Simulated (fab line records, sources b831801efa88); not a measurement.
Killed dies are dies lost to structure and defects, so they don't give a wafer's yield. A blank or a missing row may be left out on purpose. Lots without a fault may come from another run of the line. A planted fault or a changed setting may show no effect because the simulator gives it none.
A struck lot beside a sound one | flow sky130 | 30 steps out of a route of 708
Sound: wafers L503.1, L503.2, L503.6. Struck: wafers L511.1, L511.4, L511.6. The cause comes at the end.
At each step with rows: each side's tool, then ch and its chambers, then its first start. Under that, the readings that differ: sound wafers | struck wafers | difference of the means | sigmas: that difference in standard deviations of wafers without a fault.
alike: readings whose means differ by less than 2 such deviations, and words and numbers that are the same on both sides. not compared: withheld readings, readings that some wafer has no value for, bounds like >300 that may hide the same value, and numbers for which the record gives no deviation and whose values overlap.
The two part at a step that has a row with sigmas, a row that says differs or no value, or rows on one side only. Numbers that don't overlap but have no deviation are shown without sigmas and don't part them. A reading that every wafer of one side lacks parts them only if that side has two wafers or more.

SKY_PWDE_STRIP_09: strips in O2/N2.
  sound on plasma_asher-03 ch 0,1, day 5 04:59; struck on plasma_asher-03 ch 0,1, day 6 22:10
  alike: drypump_motor_current_A, o2_flow_sccm, oes_product_au, strip_time_to_endpoint_s
  not compared: rf_hours_counter_h
SKY_PWDE_TW_MEAS_10:
  sound on film_metro-03, day 5 05:05; struck on film_metro-01, day 6 22:16
  alike: PWDE_TW
then, 7 steps without rows for these wafers: SKY_NWELL_DEHYDRATE_03 (time 60 s); SKY_NWELL_HMDS_04 (prime time 60 s); SKY_NWELL_COAT_05 (resist thk 3000 nm); SKY_NWELL_SOFTBAKE_06; SKY_NWELL_EXPOSE_07 (exposes mask NWM, target cd 840 nm); SKY_NWELL_PEB_08; SKY_NWELL_DEVELOP_09 (develop time 60 s).
SKY_NWELL_OVL_MEAS_10:
  sound on overlay-02, day 5 23:35; struck on overlay-02, day 7 17:17
  alike: NWELL_00_OVL
then, 2 steps without rows for these wafers: SKY_NWELL_IMPLANT_11; SKY_NWELL_IMPLANT_12.
SKY_NWELL_IMPLANT_13:
  sound on implanter-04 ch 0, day 5 23:55; struck on implanter-04 ch 0, day 7 17:37
  reading            | sound                         | struck                        | difference | sigmas
  dose_ions_cm2      | 7.005e+11 7.009e+11 6.998e+11 | 2.981e+11 2.972e+11 2.971e+11 | -4.029e+11 | -99 or more
  faraday_current_uA | 4.04 3.91 3.89                | 1.62 1.65 1.64                | -2.31      | -29
SKY_NWELL_STRIP_14: strips in O2/N2.
  sound on plasma_asher-01 ch 0,1, day 6 00:04; struck on plasma_asher-03 ch 0, day 7 17:46
  reading                     | sound             | struck            | difference | sigmas
  drypump_motor_current_A (A) | 5.7 6.6 6.5       | 5.3 5.3 5.3       | -1.0       | -2
  oes_product_au (a.u.)       | 0.734 0.723 0.726 | 0.707 0.725 0.721 | -0.010     | -2
  alike: o2_flow_sccm, strip_time_to_endpoint_s
  not compared: rf_hours_counter_h
SKY_NWELL_TW_MEAS_15:
  sound on film_metro-03, day 6 00:10; struck on film_metro-03, day 7 17:52
  alike: NWELL_TW
then, 7 steps without rows for these wafers: SKY_NWELL_DEHYDRATE_16 (time 60 s); SKY_NWELL_HMDS_17 (prime time 60 s); SKY_NWELL_COAT_18 (resist thk 3000 nm); SKY_NWELL_SOFTBAKE_19; SKY_NWELL_EXPOSE_20 (exposes mask NWM COMPLEMENT, target cd 840 nm); SKY_NWELL_PEB_21; SKY_NWELL_DEVELOP_22 (develop time 60 s).
SKY_NWELL_OVL_MEAS_23:
  sound on overlay-02, day 6 18:31; struck on overlay-01, day 8 14:02
  alike: NWELL_01_OVL
then, 1 step without rows for these wafers: SKY_NWELL_IMPLANT_24.
SKY_NWELL_STRIP_25: strips in O2/N2.
  sound on plasma_asher-01 ch 0,1, day 6 18:42; struck on plasma_asher-03 ch 0,1, day 8 14:13
  reading                      | sound             | struck            | difference | sigmas
  strip_time_to_endpoint_s (s) | 36.87 36.78 36.85 | 37.00 37.08 37.12 | +0.23      | +2
  alike: drypump_motor_current_A, o2_flow_sccm, oes_product_au
  not compared: rf_hours_counter_h
SKY_NWELL_TW_MEAS_26:
  sound on film_metro-03, day 6 18:48; struck on film_metro-03, day 8 14:19
  reading    | sound             | struck            | difference | sigmas
  NWELL_2_TW | 498.7 498.4 500.3 | 491.6 495.8 495.0 | -5.0       | -2
then, 1 step without rows for these wafers: SKY_NWELL_CLEAN_27 (cleans in SC1/SC2, time 150 s).
SKY_NWELL_RTA_28: time 30 s.
  sound on rtp_anneal-01 ch 0, day 6 18:55; struck on rtp_anneal-01 ch 0, day 8 14:26
  alike: chamber_o2_ppm, lamp_power_pct, ramp_up_c_per_s, wafer_temp_C_max
SKY_NWELL_RS_MEAS_29: measures by four-point-probe.
  sound on film_metro-01, day 6 19:01; struck on film_metro-04, day 8 14:53
  reading           | sound             | struck            | difference | sigmas
  NWELL_RS (ohm/sq) | 625.7 624.2 624.9 | 639.5 639.7 639.2 | +14.5      | +10
  not compared: hold
-- the record jumps here: 41 days lie between the struck wafers' starts before and after (it left off in module NWELL and takes up again in module PAD_OPEN, whose first step shown is number 708 of the route) --
SKY_PAD_OPEN_PROBE_99:
  sound on prober-02, day 47 07:21; struck on prober-01, day 49 05:08
  reading                               | sound                       | struck                        | difference | sigmas
  model.etest.nfet_16v.r_on_ohm_um      | 1.403e+04 1.393e+04 1.4e+04 | 1.439e+04 1.446e+04 1.428e+04 | +3.900e+02 |
  model.etest.tip_p.rs_ohm_sq           | 6922 6977 6946              | 6766 6740 6782                | -186       |
  model.etest.tip_p_5v.rs_ohm_sq        | 2846 2864 2881              | 2823 2827 2815                | -42        |
  model.etest.pfet_01v8_lvt.drive_ua_um | 178.4 179.1 178.2           | 182.7 184.8 183.5             | +5.1       |
  model.etest.pfet_16v.drive_ua_um      | 248.6 251.2 249.1           | 246.8 243.3 247.8             | -3.7       |
  model.etest.pfet_01v8.drive_ua_um     | 194.3 192.8 193             | 190.3 190.4 191.2             | -2.7       |
  alike: killed_at_M0_to_M3, killed_at_M4_up, killed_at_contacts, killed_at_front_end, killed_at_other, killed_dies, killed_open, killed_short
  not compared: model.etest.pfet_g5v0d10v5.r_on_ohm_um, model.etest.pfet_g5v0d10v5.drive_ua_um

WHERE THEY PART
First at SKY_NWELL_IMPLANT_13; last, within this record, at SKY_NWELL_RS_MEAS_29. Later steps at which nothing parts them and some readings are alike: SKY_PAD_OPEN_PROBE_99.

WHY: what the simulator had put in
Process parameter drift: implanter-04, from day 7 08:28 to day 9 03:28, at SKY_NWELL_IMPLANT_13. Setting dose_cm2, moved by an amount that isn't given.
